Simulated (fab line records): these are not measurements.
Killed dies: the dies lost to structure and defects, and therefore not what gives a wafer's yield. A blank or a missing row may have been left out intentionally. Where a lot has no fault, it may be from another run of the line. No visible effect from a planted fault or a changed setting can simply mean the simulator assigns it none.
Which of the tools did it? :: flow gf180mcu :: 6 lots with 18 wafers sampled at 3 steps, on a route of 602 steps

WHAT EACH GAUGE READ, for each wafer
GF_HV_LDD_TW_MEAS_50.
lot: L818
measured: day 13 09:44
on: film-metro-04
HV_LDD_4_TW: 570.6 570.3 570.7

lot: L820
measured: day 14 08:17
on: film-metro-01
HV_LDD_4_TW: 569.6 569.1 566.3

lot: L826
measured: day 15 23:42
on: film-metro-04
HV_LDD_4_TW: 567.2 565.1 565.4

lot: L831
measured: day 18 04:51
on: film-metro-01
HV_LDD_4_TW: 571.3 570.4 568.3

lot: L834
measured: day 19 00:04
on: film-metro-01
HV_LDD_4_TW: 568.8 571.1 571.2

lot: L839
measured: day 20 11:22
on: film-metro-01
HV_LDD_4_TW: 569.3 566.8 567.3

WHAT TOOL EACH LOT RAN ON (gives the tool, then ch and the chambers of the sampled wafers, and finally the start)
lot: L818
GF_HV_LDD_STRIP_22: plasma-asher-02 ch 1, day 11 17:25
GF_HV_LDD_IMPLANT_48: implanter-04 ch 0, day 13 09:29

lot: L820
GF_HV_LDD_STRIP_22: plasma-asher-04 ch 0,1, day 12 14:10
GF_HV_LDD_IMPLANT_48: implanter-02 ch 0, day 14 08:02

lot: L826
GF_HV_LDD_STRIP_22: plasma-asher-04 ch 0,1, day 14 04:43
GF_HV_LDD_IMPLANT_48: implanter-02 ch 0, day 15 23:29

lot: L831
GF_HV_LDD_STRIP_22: plasma-asher-03 ch 0,1, day 16 04:23
GF_HV_LDD_IMPLANT_48: implanter-04 ch 0, day 18 04:36

lot: L834
GF_HV_LDD_STRIP_22: plasma-asher-02 ch 0,1, day 16 23:47
GF_HV_LDD_IMPLANT_48: implanter-03 ch 0, day 18 23:51

lot: L839
GF_HV_LDD_STRIP_22: plasma-asher-02 ch 0,1, day 18 09:18
GF_HV_LDD_IMPLANT_48: implanter-03 ch 0, day 20 11:09
- GF_HV_LDD_STRIP_22: strips in O2/N2.
- GF_HV_LDD_IMPLANT_48

THE ANSWER, worked out from the rows above alone
Rule: the usual values come from the lots themselves. The widest of any qualifying gaps counts: lots, ordered by their means at a reading, are off when they make up no more than a third of the lots, leave a main group of 4 or more, and stand apart from it by 3 or more times the standard deviation of that group's means. The tables above print the reading to a certain number of digits; a main group whose means all agree to those digits is not used. A lot without any number at a reading at which 4 lots or more have one is off too. Where the step has rows for the other lots, those lots are counted as sound.
No lot is off at any reading shown: from this, nothing can be told.

WHAT THE SIMULATOR HAD PUT IN
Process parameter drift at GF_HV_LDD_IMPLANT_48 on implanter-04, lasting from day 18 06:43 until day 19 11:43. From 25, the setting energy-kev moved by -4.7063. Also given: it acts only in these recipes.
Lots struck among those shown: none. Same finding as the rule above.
